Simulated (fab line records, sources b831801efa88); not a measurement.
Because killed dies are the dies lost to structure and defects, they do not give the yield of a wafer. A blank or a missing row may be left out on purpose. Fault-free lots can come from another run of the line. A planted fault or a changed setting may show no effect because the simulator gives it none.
Struck lot and sound lot, side by side + flow sky130 + 16 out of 708 route steps
Sound: the wafers L684.1, L684.3, L684.4. Struck: wafer L689.6 (left out: L689.2, L689.4 of the same lot, which were not struck); the cause appears at the end.
Per side, at each step with rows, come the tool, then ch with its chambers, and then its first start. Under that, the readings that differ: sound wafers + struck wafers + difference of the means + sigmas: that difference in standard deviations of wafers without a fault.
alike: words and numbers the same on both sides, and readings whose means are apart by under 2 such deviations; not compared: readings that were withheld, readings missing a value for some wafer, numbers with overlapping values and no deviation given by the record, and bounds like >300 which may hide the same value.
The two part at a step that has a row with sigmas, a row that says differs or no value, or rows on one side only. When numbers do not overlap yet have no deviation, they are printed without sigmas and do not part them. A reading missing from all wafers of one side parts the sides only when that side holds two or more wafers.

SKY_METAL2_THK_MEAS_06: measures by xrf.
  sound: film_metro-01 at day 34 00:08; struck: film_metro-04 at day 36 03:14
  alike: METAL2_ALCU_THK
then, 8 steps without rows for these wafers: SKY_METAL2_DEHYDRATE_07 (time 60 s); SKY_METAL2_HMDS_08 (prime time 60 s); SKY_METAL2_COAT_09 (resist thk 60 nm); SKY_METAL2_COAT_10 (resist thk 450 nm); SKY_METAL2_SOFTBAKE_11 (time 90 s); SKY_METAL2_EXPOSE_12 (exposes mask MM2, target cd 140 nm); SKY_METAL2_PEB_13; SKY_METAL2_DEVELOP_14 (develop time 60 s).
SKY_METAL2_CD_MEAS_15: the cd target is 140 nm.
  sound: cd_sem-02 at day 35 03:15; struck: cd_sem-02 at day 37 05:02
  alike: cd_nm
SKY_METAL2_OVL_MEAS_16:
  sound: overlay-02 at day 35 03:22; struck: overlay-02 at day 37 05:09
  alike: METAL2_OVL
SKY_METAL2_DESCUM_17: chemistry O2, time 8 s.
  sound on rie_metal-04 ch 0,1, day 35 03:25; struck on rie_metal-04 ch 0, day 37 05:11
  alike: drypump_motor_current_A, oes_product_au
  not compared: rf_hours_counter_h
SKY_METAL2_ETCH_18: etches BARC in N2/H2, stops on SiO2, time 45.9 s, target depth 60 nm.
  sound on rie_metal-04 ch 0,1, day 35 03:26; struck on rie_metal-04 ch 0, day 37 05:16
| reading                                       | sound             | struck | difference | sigmas |
|-----------------------------------------------|-------------------|--------|------------|--------|
| oes_product_au (a.u.)                         | 0.848 0.859 0.854 | 0.800  | -0.054     | -13    |
| model.KrF-thick_of_METAL2_COAT_10.thk_nm (nm) | 393.5 394.7 395   | 406.9  | +12.5      |        |
| model.etch.depth_nm (nm)                      | 60 60 60.08       | 53.57  | -6.46      |        |
| model.METAL2.cd_nm (nm)                       | 139.6 139.8 138.7 | 143.2  | +3.8       |        |
  alike: bias_w, drypump_motor_current_A, throttle_valve_pct
  not compared: rf_hours_counter_h
SKY_METAL2_METAL_ETCH_19: etches the open film in Cl2/BCl3, stops on SiO2, target depth 360 nm, time 78 s.
  sound on rie_metal-04 ch 0,1, day 35 03:30; struck on rie_metal-04 ch 0, day 37 05:24
| reading                                       | sound             | struck | difference | sigmas |
|-----------------------------------------------|-------------------|--------|------------|--------|
| oes_product_au (a.u.)                         | 0.857 0.859 0.847 | 0.868  | +0.014     | +2     |
| model.KrF-thick_of_METAL2_COAT_10.thk_nm (nm) | 155.5 156.4 156.7 | 166.9  | +10.7      |        |
  alike: bias_w, drypump_motor_current_A, throttle_valve_pct
  not compared: rf_hours_counter_h
SKY_METAL2_STRIP_20: strips in O2/N2.
  sound on plasma_asher-01 ch 0,1, day 35 03:35; struck on plasma_asher-02 ch 1, day 37 05:33
| reading                      | sound             | struck | difference | sigmas |
|------------------------------|-------------------|--------|------------|--------|
| oes_product_au (a.u.)        | 0.338 0.349 0.342 | 0.353  | +0.010     | +2     |
| strip_time_to_endpoint_s (s) | 2.64 2.67 2.67    | 2.79   | +0.13      | +3     |
  alike: drypump_motor_current_A
  not compared: rf_hours_counter_h
-- the record jumps here: 10 days lie between the struck wafers' starts before and after (it left off in module METAL2 and takes up again in module PAD_OPEN, whose first step shown is number 708 of the route) --
SKY_PAD_OPEN_PROBE_99:
  sound: prober-02 at day 45 15:29; struck: prober-01 at day 47 11:17
| reading                               | sound               | struck    | difference | sigmas |
|---------------------------------------|---------------------|-----------|------------|--------|
| killed_at_contacts                    | 26 21 20            | 33        | +11        | +2     |
| killed_at_front_end                   | 26 15 18            | 10        | -10        | -2     |
| model.etest.tester.sort_n_pass        | 393 413 413         | 296       | -110       |        |
| model.etest.tester.sort_yield_pct (%) | 79.88 83.94 83.94   | 60.16     | -22.43     |        |
| model.etest.tester.sort_bin_3_pct (%) | 0.6098 0.813 0.4065 | 23.17     | +22.56     |        |
| model.etest.met2_comb.leak_log10_a_um | -12.1 -12.15 -12.06 | -7.468    | +4.635     |        |
| model.etest.tester.sort_bin_8_pct (%) | 0 0 0               | 4.323e-07 | +4.323e-07 |        |
| model.etest.tester.sort_bin_4_pct (%) | 0 0 0               | 2.793e-11 | +2.793e-11 |        |
  alike: defect_limited_yield, killed_at_M0_to_M3, killed_at_M4_up, killed_at_other, killed_dies, killed_open, killed_short

== WHERE THEY PART ==
At SKY_METAL2_ETCH_18 first; at SKY_PAD_OPEN_PROBE_99 last (within this record only).

WHY: what had been put in by the simulator
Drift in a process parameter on rie_metal-04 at SKY_METAL2_ETCH_18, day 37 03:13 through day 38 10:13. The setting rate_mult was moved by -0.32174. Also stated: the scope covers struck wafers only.
